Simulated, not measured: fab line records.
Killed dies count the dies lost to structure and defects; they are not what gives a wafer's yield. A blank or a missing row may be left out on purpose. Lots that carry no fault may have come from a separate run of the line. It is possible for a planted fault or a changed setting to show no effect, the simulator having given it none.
Which of the tools did it?    flow sky130    72 wafers from 24 lots sampled at 6 of the route's 708 steps

WHAT THE GAUGES READ, wafer by wafer
SKY_CAPM_RS_MEAS_03: a four-point-probe measurement.
lot   measured      on             CAPM_TIN_RS (ohm/sq)
L074  day 35 15:26  film-metro-02  6.94 6.94 7.00
L075  day 36 11:51  film-metro-04  6.83 6.86 6.85
L076  day 36 15:38  film-metro-04  6.81 6.86 6.94
L077  day 36 22:49  film-metro-01  6.83 6.83 6.84
L078  day 38 06:12  film-metro-01  6.87 6.80 6.81
L079  day 38 12:46  film-metro-01  6.96 6.94 6.96
L080  day 38 15:08  film-metro-04  6.90 6.89 6.86
L081  day 38 17:44  film-metro-04  6.92 6.99 6.98
L082  day 38 19:20  film-metro-04  6.98 7.02 6.88
L083  day 39 04:31  film-metro-01  6.90 6.96 6.87
L085  day 39 11:08  film-metro-01  6.91 6.99 6.86
L084  day 39 16:38  film-metro-02  6.96 6.88 6.93
L086  day 39 20:31  film-metro-01  6.95 6.96 6.94
L087  day 40 03:46  film-metro-01  7.00 6.96 7.00
L088  day 40 10:57  film-metro-02  6.85 6.84 6.77
L090  day 41 14:57  film-metro-01  6.75 6.83 6.90
L091  day 41 19:32  film-metro-02  6.89 7.00 6.89
L089  day 42 01:02  film-metro-04  6.80 6.87 6.84
L092  day 42 01:12  film-metro-04  6.92 6.88 6.94
L093  day 42 02:06  film-metro-02  6.92 6.93 6.96
L094  day 42 20:04  film-metro-02  6.95 6.95 6.89
L095  day 43 03:30  film-metro-04  6.82 6.86 6.83
L097  day 43 04:22  film-metro-04  6.91 7.00 6.93
L096  day 43 09:28  film-metro-01  6.80 6.86 6.85

SKY_METAL4_CD_MEAS_13 targets a cd of 300 nm.
lot   measured      on         cd-nm (nm)
L074  day 41 01:08  cd-sem-01  300.0 297.8 298.9
L075  day 41 22:25  cd-sem-02  302.1 302.9 302.7
L076  day 41 23:44  cd-sem-02  300.8 301.5 299.4
L077  day 42 06:12  cd-sem-01  301.0 301.4 302.0
L078  day 43 09:28  cd-sem-01  300.4 300.8 300.7
L079  day 43 17:32  cd-sem-01  299.1 298.7 299.2
L080  day 43 18:59  cd-sem-01  301.9 301.1 299.8
L081  day 43 21:58  cd-sem-02  301.6 299.9 301.0
L082  day 43 22:53  cd-sem-01  298.7 298.9 298.3
L083  day 44 07:02  cd-sem-01  300.5 299.8 299.7
L085  day 44 10:50  cd-sem-02  301.7 301.4 302.1
L084  day 44 18:25  cd-sem-01  302.2 302.2 301.2
L086  day 44 22:02  cd-sem-02  299.4 299.2 297.7
L087  day 45 03:28  cd-sem-01  297.5 296.9 296.0
L088  day 45 12:53  cd-sem-02  300.2 300.3 300.5
L090  day 46 07:56  cd-sem-01  299.6 298.4 299.9
L091  day 46 13:20  cd-sem-01  299.1 297.4 298.3
L089  day 46 17:52  cd-sem-02  300.7 299.8 300.2
L092  day 46 19:26  cd-sem-02  301.0 301.1 300.5
L093  day 46 20:02  cd-sem-02  301.6 298.8 299.2
L094  day 47 11:47  cd-sem-02  298.9 298.8 299.2
L095  day 47 18:38  cd-sem-01  297.7 299.5 299.4
L097  day 47 17:31  cd-sem-02  302.0 301.2 300.2
L096  day 47 23:26  cd-sem-01  302.5 302.1 301.6

EACH LOT AND THE TOOL THAT RAN IT (in order: tool; ch and the chambers of the sampled wafers; start)
lot   SKY_METAL1_ETCH_18                 SKY_METAL2_SPUTTER_00         SKY_METAL3_METAL_ETCH_18           SKY_VIA3_SPUTTER_20
L074  rie-metal-02 ch 0,1, day 32 02:40  pvd-sputter-03, day 33 07:41  rie-metal-02 ch 0,1, day 37 20:25  pvd-sputter-04, day 38 23:01
L075  rie-metal-02 ch 1, day 32 23:49    pvd-sputter-04, day 34 04:30  rie-metal-01 ch 0,1, day 38 15:45  pvd-sputter-02, day 39 18:29
L076  rie-metal-02 ch 0,1, day 33 01:13  pvd-sputter-03, day 34 06:24  rie-metal-02 ch 0,1, day 38 19:04  pvd-sputter-02, day 39 21:29
L077  rie-metal-03 ch 0,1, day 33 11:25  pvd-sputter-04, day 34 16:10  rie-metal-02 ch 0,1, day 39 02:32  pvd-sputter-02, day 40 04:59
L078  rie-metal-02 ch 0,1, day 34 18:46  pvd-sputter-02, day 35 23:21  rie-metal-02 ch 0,1, day 40 07:25  pvd-sputter-03, day 41 10:36
L079  rie-metal-01 ch 1, day 35 01:34    pvd-sputter-03, day 36 05:45  rie-metal-02 ch 0,1, day 40 15:14  pvd-sputter-03, day 41 18:37
L080  rie-metal-02 ch 0,1, day 35 03:13  pvd-sputter-03, day 36 07:43  rie-metal-04 ch 0,1, day 40 16:34  pvd-sputter-02, day 41 19:43
L081  rie-metal-01 ch 1, day 35 03:55    pvd-sputter-02, day 36 08:50  rie-metal-02 ch 0,1, day 40 19:23  pvd-sputter-04, day 41 23:24
L082  rie-metal-02 ch 0,1, day 35 08:16  pvd-sputter-02, day 36 12:53  rie-metal-02 ch 0,1, day 40 20:05  pvd-sputter-02, day 41 23:29
L083  rie-metal-03 ch 0,1, day 35 16:23  pvd-sputter-04, day 36 20:38  rie-metal-04 ch 0,1, day 41 05:50  pvd-sputter-04, day 42 08:02
L085  rie-metal-01 ch 0,1, day 36 02:19  pvd-sputter-03, day 37 06:26  rie-metal-04 ch 0,1, day 41 12:17  pvd-sputter-02, day 42 13:20
L084  rie-metal-01 ch 0,1, day 36 04:49  pvd-sputter-02, day 37 10:35  rie-metal-04 ch 0,1, day 41 18:44  pvd-sputter-03, day 42 19:40
L086  rie-metal-03 ch 0,1, day 36 09:28  pvd-sputter-04, day 37 13:41  rie-metal-02 ch 1, day 41 23:02    pvd-sputter-02, day 42 23:40
L087  rie-metal-03 ch 0,1, day 36 18:34  pvd-sputter-03, day 37 22:41  rie-metal-02 ch 0,1, day 42 04:05  pvd-sputter-04, day 43 05:35
L088  rie-metal-03 ch 0,1, day 37 00:40  pvd-sputter-04, day 38 05:30  rie-metal-01 ch 0,1, day 42 15:35  pvd-sputter-04, day 43 16:43
L090  rie-metal-01 ch 0,1, day 38 07:28  pvd-sputter-02, day 39 10:37  rie-metal-04 ch 0,1, day 43 12:31  pvd-sputter-04, day 44 12:34
L091  rie-metal-02 ch 0,1, day 38 11:34  pvd-sputter-04, day 39 15:08  rie-metal-01 ch 0,1, day 43 17:47  pvd-sputter-02, day 44 18:11
L089  rie-metal-02 ch 0, day 38 15:07    pvd-sputter-03, day 39 19:40  rie-metal-02 ch 0,1, day 43 23:41  pvd-sputter-02, day 44 23:35
L092  rie-metal-03 ch 0,1, day 38 15:28  pvd-sputter-04, day 39 19:53  rie-metal-04 ch 1, day 44 00:02    pvd-sputter-03, day 45 00:14
L093  rie-metal-03 ch 0,1, day 38 17:50  pvd-sputter-03, day 39 21:32  rie-metal-01 ch 0,1, day 44 00:24  pvd-sputter-04, day 45 01:14
L094  rie-metal-02 ch 0,1, day 39 12:01  pvd-sputter-02, day 40 15:55  rie-metal-04 ch 0,1, day 44 18:28  pvd-sputter-03, day 45 17:56
L095  rie-metal-03 ch 0,1, day 39 22:13  pvd-sputter-02, day 41 00:42  rie-metal-02 ch 1, day 45 01:27    pvd-sputter-04, day 46 00:43
L097  rie-metal-01 ch 0,1, day 39 23:10  pvd-sputter-04, day 41 01:38  rie-metal-04 ch 0,1, day 45 01:26  pvd-sputter-04, day 45 23:47
L096  rie-metal-03 ch 1, day 40 03:15    pvd-sputter-02, day 41 06:17  rie-metal-04 ch 0,1, day 45 05:59  pvd-sputter-04, day 46 05:17
- SKY_METAL1_ETCH_18: etches BARC in N2/H2, stops on SiO2, time 45.9 s, target depth 60 nm.
- SKY_METAL2_SPUTTER_00: material Ti, target thk 15 nm, time 10 s.
- SKY_METAL3_METAL_ETCH_18: etches the open film in Cl2/BCl3, stops on SiO2, target depth 845 nm, time 183.1 s.
- SKY_VIA3_SPUTTER_20: material TiN, target thk 20 nm, time 80 s.

WHAT THE TOOLS THEMSELVES READ (means of the sampled wafers that have a number; where no wafer has one, the mark that the record gives instead)
SKY_METAL1_ETCH_18.
lot   tool          drypump-motor-current-A (A)  h2-flow-sccm (sccm)  oes-product-au (a.u.)  throttle-valve-pct (%)
L074  rie-metal-02  5.7                          200.2                0.855                  13.228
L075  rie-metal-02  5.2                          199.9                0.858                  13.221
L076  rie-metal-02  5.7                          200.3                0.852                  13.228
L077  rie-metal-03  5.5                          200.1                0.855                  13.227
L078  rie-metal-02  5.7                          199.7                0.854                  13.221
L079  rie-metal-01  5.8                          200.1                0.857                  13.224
L080  rie-metal-02  5.5                          200.1                0.851                  13.225
L081  rie-metal-01  5.8                          200.1                0.851                  13.233
L082  rie-metal-02  5.5                          200.2                0.856                  13.223
L083  rie-metal-03  5.4                          199.7                0.854                  13.230
L085  rie-metal-01  5.6                          199.5                0.853                  13.221
L084  rie-metal-01  5.4                          200.1                0.857                  13.225
L086  rie-metal-03  5.4                          200.0                0.860                  13.237
L087  rie-metal-03  5.5                          200.4                0.858                  13.227
L088  rie-metal-03  5.5                          199.5                0.851                  13.228
L090  rie-metal-01  5.4                          199.6                0.855                  13.226
L091  rie-metal-02  5.5                          199.5                0.859                  13.219
L089  rie-metal-02  6.0                          200.5                0.853                  13.235
L092  rie-metal-03  5.4                          199.8                0.854                  13.223
L093  rie-metal-03  5.4                          199.8                0.854                  13.218
L094  rie-metal-02  5.7                          198.8                0.854                  13.236
L095  rie-metal-03  5.5                          199.4                0.857                  13.225
L097  rie-metal-01  5.6                          200.4                0.851                  13.213
L096  rie-metal-03  5.3                          200.2                0.847                  13.227

SKY_METAL2_SPUTTER_00.
lot   tool            throttle-valve-pct (%)
L074  pvd-sputter-03  28.5
L075  pvd-sputter-04  29.8
L076  pvd-sputter-03  29.1
L077  pvd-sputter-04  29.9
L078  pvd-sputter-02  31.4
L079  pvd-sputter-03  28.8
L080  pvd-sputter-03  29.4
L081  pvd-sputter-02  30.8
L082  pvd-sputter-02  31.4
L083  pvd-sputter-04  30.0
L085  pvd-sputter-03  29.0
L084  pvd-sputter-02  30.7
L086  pvd-sputter-04  30.2
L087  pvd-sputter-03  29.3
L088  pvd-sputter-04  29.5
L090  pvd-sputter-02  30.0
L091  pvd-sputter-04  29.7
L089  pvd-sputter-03  29.9
L092  pvd-sputter-04  29.2
L093  pvd-sputter-03  28.9
L094  pvd-sputter-02  30.9
L095  pvd-sputter-02  30.7
L097  pvd-sputter-04  29.9
L096  pvd-sputter-02  30.9

SKY_METAL3_METAL_ETCH_18.
lot   tool          drypump-motor-current-A (A)  oes-product-au (a.u.)  throttle-valve-pct (%)
L074  rie-metal-02  5.5                          0.869                  22.268
L075  rie-metal-01  5.6                          0.868                  22.261
L076  rie-metal-02  5.7                          0.863                  22.271
L077  rie-metal-02  5.7                          0.865                  22.259
L078  rie-metal-02  5.5                          0.866                  22.261
L079  rie-metal-02  5.5                          0.859                  22.264
L080  rie-metal-04  5.5                          0.863                  22.263
L081  rie-metal-02  5.7                          0.869                  22.265
L082  rie-metal-02  5.7                          0.868                  22.271
L083  rie-metal-04  5.4                          0.867                  22.268
L085  rie-metal-04  5.3                          0.859                  22.257
L084  rie-metal-04  5.4                          0.864                  22.262
L086  rie-metal-02  5.2                          0.870                  22.265
L087  rie-metal-02  5.5                          0.866                  22.270
L088  rie-metal-01  5.4                          0.865                  22.265
L090  rie-metal-04  5.4                          0.865                  22.254
L091  rie-metal-01  5.4                          0.861                  22.261
L089  rie-metal-02  5.5                          0.866                  22.261
L092  rie-metal-04  5.2                          0.869                  22.260
L093  rie-metal-01  5.4                          0.874                  22.263
L094  rie-metal-04  5.5                          0.862                  22.261
L095  rie-metal-02  5.2                          0.868                  22.266
L097  rie-metal-04  5.5                          0.871                  22.269
L096  rie-metal-04  5.5                          0.869                  22.269

SKY_VIA3_SPUTTER_20.
lot   tool            throttle-valve-pct (%)
L074  pvd-sputter-04  29.7
L075  pvd-sputter-02  30.8
L076  pvd-sputter-02  30.6
L077  pvd-sputter-02  30.7
L078  pvd-sputter-03  29.2
L079  pvd-sputter-03  30.0
L080  pvd-sputter-02  30.9
L081  pvd-sputter-04  29.6
L082  pvd-sputter-02  29.9
L083  pvd-sputter-04  29.2
L085  pvd-sputter-02  31.1
L084  pvd-sputter-03  29.7
L086  pvd-sputter-02  30.9
L087  pvd-sputter-04  30.0
L088  pvd-sputter-04  29.6
L090  pvd-sputter-04  30.4
L091  pvd-sputter-02  30.8
L089  pvd-sputter-02  30.1
L092  pvd-sputter-03  29.3
L093  pvd-sputter-04  30.1
L094  pvd-sputter-03  29.2
L095  pvd-sputter-04  29.0
L097  pvd-sputter-04  29.5
L096  pvd-sputter-04  29.8

THE ANSWER, worked out from the rows above alone
Rule: the usual values come from the lots themselves. Put in order of their means at a reading, lots are off if they are a third of the lots or fewer, leave a main group of 4 or more, and stand apart from it by a gap of 3 or more times the standard deviation of the main group's means; of several such gaps the widest counts. Not used: any main group whose means are identical at the precision the tables above print for the reading. Also off: a lot with no number at a reading for which 4 or more lots have one. Any other lot the step has rows for is counted as sound. Order of review: gauges by route order, followed by the tools' own readings, for which a lot's mean as printed above is used. The first step at which some lot is off is used, and at that step the reading that is off furthest; a lot without a number counts as furthest.
No lot is off at any reading shown: from this, nothing can be told.

WHAT HAD BEEN PUT IN BY THE SIMULATOR
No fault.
